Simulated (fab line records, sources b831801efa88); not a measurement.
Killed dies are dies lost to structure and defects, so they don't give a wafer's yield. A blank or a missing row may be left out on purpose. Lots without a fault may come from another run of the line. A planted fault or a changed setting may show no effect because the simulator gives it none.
Problem report in the 8D (eight disciplines) form, filled by code | flow sky130 | the parts of the form that need people (team, actions taken, sign-off) are left out

1. THE PROBLEM
NWELL_RS at SKY_NWELL_RS_MEAS_29 reads a mean of 644.9 ohm/sq on 6 wafers of 2 lots; wafers without a fault read 624.8 ohm/sq with a standard deviation of 1.7. That is +12 standard deviations from the usual mean.
The step: measures by four-point-probe.
First seen on wafer L554.1, day 9 10:10, on film_metro-04. The record holds 39 wafers of 13 lots with a number at this step. Rule for "out", or "out of limits": more than 4 standard deviations from the usual mean. The other wafers with a number count as sound.

2. WHAT IT IS AND WHAT IT IS NOT
question                    | is                           | is not
which readings at this step | NWELL_RS                     | -
which lots                  | L554, L555                   | L538, L540, L541, L543, L545, L546, L547, L548, L549, L550, L551
which wafers of those lots  | all that have a number       | -
read on which gauges        | film_metro-02, film_metro-04 | film_metro-03
when                        | from day 9 10:10             | up to then (33 sound wafers)

3. SUSPECTS, AND WHAT RULES EACH OUT
Counting: a tool at a process step up to the reading stays a suspect if it ran every lot that is out and no sound lot after the first of them.
- the gauge at SKY_NWELL_RS_MEAS_29: ruled out. The wafers that are out were read on 2 gauges (film_metro-02, film_metro-04).
- implanter-04 at SKY_NWELL_IMPLANT_11: kept. It ran every lot that is out, first L554 (day 8 11:55), and no sound lot after that; its last sound lot up to then is L551 (day 7 16:59). Its own readings are out on those wafers: dose_ions_cm2.
Left after counting: implanter-04 at SKY_NWELL_IMPLANT_11.

4. THE CAUSE (what the simulator had put in)
Process parameter drift: implanter-04, from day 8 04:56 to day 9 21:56, at SKY_NWELL_IMPLANT_11. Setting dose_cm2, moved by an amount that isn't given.
Counting left only this tool.

5. THE CHAIN OF EFFECTS, in route order
Each row: a reading whose mean over the struck wafers that have a number lies more than 3 standard deviations from the usual. Only readings for which the record gives a usual standard deviation are gone through. hours: the time from each lot's start at the first step in this table that gives one to its start at this step, as a median over the lots. sigmas: the change in usual standard deviations.
hours | step                 | reading            | usual        | on struck wafers | change   | sigmas
0     | SKY_NWELL_IMPLANT_11 | dose_ions_cm2      | 1.9e+13      | 1.8e+13          | -1.2e+12 | -52
0     | SKY_NWELL_IMPLANT_11 | faraday_current_uA | 106.9        | 99.4             | -7.5     | -3.6
24    | SKY_NWELL_RS_MEAS_29 | NWELL_RS           | 624.8 ohm/sq | 644.9            | +20.1    | +12
The process steps in it:
- SKY_NWELL_IMPLANT_11

6. WHAT WOULD HAVE CAUGHT IT SOONER
In this record the first reading out of limits at a measuring or inspecting step was taken at day 9 10:10, 29 hours after the fault began at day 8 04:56.
The tool's own readings at SKY_NWELL_IMPLANT_11 were out on every struck wafer that the step has a row for (dose_ions_cm2): an alarm limit on them would have fired on the first of those.
All the lots that are out (2) had begun SKY_NWELL_IMPLANT_11 on implanter-04 by day 9 10:10. A hold on the tool at that time would have spared none of them.
